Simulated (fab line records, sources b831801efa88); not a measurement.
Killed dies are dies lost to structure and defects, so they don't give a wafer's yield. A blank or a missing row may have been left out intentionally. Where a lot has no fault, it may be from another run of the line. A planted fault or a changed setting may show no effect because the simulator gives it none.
A lot that was struck, set against a sound lot + flow gf180mcu + 34 out of 602 route steps
Sound: these wafers, L342.4, L342.5, L342.6. The struck wafers were L339.1, L339.2, L339.3. The cause is given at the end.
At each step with rows: each side's tool, then ch and its chambers, then its first start. Under that, the readings that differ: sound wafers + struck wafers + difference of the means + sigmas: that difference in standard deviations of wafers without a fault.
alike: words and numbers the same on both sides, and readings whose means are apart by under 2 such deviations; not compared: readings that were withheld, readings missing a value for some wafer, numbers with overlapping values and no deviation given by the record, and bounds like >300 which may hide the same value.
Wherever a step has rows on one side only, a row that says differs or no value, or a row with sigmas, the two part there. Numbers that have no deviation but don't overlap get no sigmas and don't part them. Lack of a reading on every wafer of one side parts them only where that side has two or more wafers.

first, 9 steps without rows for these wafers: GF_HV_LDD_IMPLANT_33; GF_HV_LDD_IMPLANT_34; GF_HV_LDD_IMPLANT_35; GF_HV_LDD_IMPLANT_36; GF_HV_LDD_STRIP_37 (strips in O2/N2); GF_HV_LDD_DEHYDRATE_39 (time 60 s); GF_HV_LDD_HMDS_40 (prime time 60 s); GF_HV_LDD_COAT_41 (resist thk 1000 nm); GF_HV_LDD_SOFTBAKE_42 (time 60 s).
GF_HV_LDD_EXPOSE_43: exposes mask Pplus HV AREA, target cd 400 nm.
  sound on ilineStepper-02 ch 0, day 19 04:11; struck on ilineStepper-01 ch 0, day 18 05:08
| reading           | sound                | struck               | difference | sigmas      |
|-------------------|----------------------|----------------------|------------|-------------|
| exposureDoseMJCm2 | 140.02 140.07 139.94 | 154.71 154.91 154.99 | +14.86     | +99 or more |
  alike: mask, reticleTempC
then, 2 steps without rows for these wafers: GF_HV_LDD_PEB_44; GF_HV_LDD_DEVELOP_45 (develop time 60 s).
GF_HV_LDD_CD_MEAS_46: target cd 400 nm.
  sound on cdSem-01 at day 19 16:02; struck on cdSem-01 at day 18 16:44
| reading   | sound             | struck            | difference | sigmas |
|-----------|-------------------|-------------------|------------|--------|
| cdNm (nm) | 404.4 403.4 404.7 | 424.4 425.9 424.1 | +20.6      | +8     |
then, 18 steps without rows for these wafers: GF_HV_LDD_IMPLANT_48; GF_HV_LDD_STRIP_49 (strips in O2/N2); GF_HV_LDD_CLEAN_51 (cleans in SC1/SC2, time 150 s); GF_HV_LDD_RTA_52 (time 10 s); GF_HV_LDD_CVD_54 (deposits SiO2 from TEOS, target thk 10 nm, time 75 s); GF_HV_LDD_CVD_56 (deposits Si3N4 from DCS/NH3, target thk 90 nm, time 1543 s); GF_HV_LDD_ETCHBACK_58 (etches Si3N4 in CH3F/O2, stops on SiO2, time 100 s, target depth 90 nm); GF_NSD_DEHYDRATE_00 (time 60 s); GF_NSD_HMDS_01 (prime time 60 s); GF_NSD_COAT_02 (resist thk 1000 nm); GF_NSD_SOFTBAKE_03 (time 60 s); GF_NSD_EXPOSE_04 (exposes mask Nplus, target cd 400 nm); GF_NSD_PEB_05; GF_NSD_DEVELOP_06 (develop time 60 s); GF_NSD_IMPLANT_09; GF_NSD_IMPLANT_10; GF_NSD_STRIP_11 (strips in O2/N2); GF_PSD_DEHYDRATE_00 (time 60 s).
-- the record jumps here: 10 days lie between the struck wafers' starts before and after (it left off in module PSD and takes up again in module V3, whose first step shown is number 445 of the route) --
GF_V3_ETCH_16: etches BARC in N2/H2.
  sound on rieDiel-02 ch 1,2, day 29 10:08; struck on rieDiel-04 ch 0,1,3, day 28 14:29
| reading            | sound             | struck            | difference | sigmas |
|--------------------|-------------------|-------------------|------------|--------|
| model.V3.cdNm (nm) | 259.3 260.7 260.8 | 261.9 262.8 262.6 | +2.2       |        |
  alike: drypumpMotorCurrentA, oesProductAu, throttleValvePct
GF_V3_ETCH_17: etches SiO2 in C4F8/O2/Ar, stops on TiN, target depth 635 nm.
  sound: rieDiel-02 ch 1,2; struck: rieDiel-04 ch 0,1,3
| reading            | sound             | struck            | difference | sigmas |
|--------------------|-------------------|-------------------|------------|--------|
| model.V3.cdNm (nm) | 259.3 260.7 260.8 | 261.9 262.6 262.1 | +1.9       |        |
  alike: oesProductAu
-- the record jumps here: 6 days lie between the struck wafers' starts before and after (it left off in module V3 and takes up again in module PASSIVATION, whose first step shown is number 602 of the route) --
GF_PASSIVATION_PROBE_99:
  the record has rows for the struck wafers here (prober-01, day 34 04:19) and none for the sound ones

WHERE THEY PART
Earliest at GF_HV_LDD_EXPOSE_43; latest, in this record, at GF_PASSIVATION_PROBE_99.

WHY: what the simulator had put in
Process parameter drift: ilineStepper-01, from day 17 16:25 on, at GF_HV_LDD_EXPOSE_43. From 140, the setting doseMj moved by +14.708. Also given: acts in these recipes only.
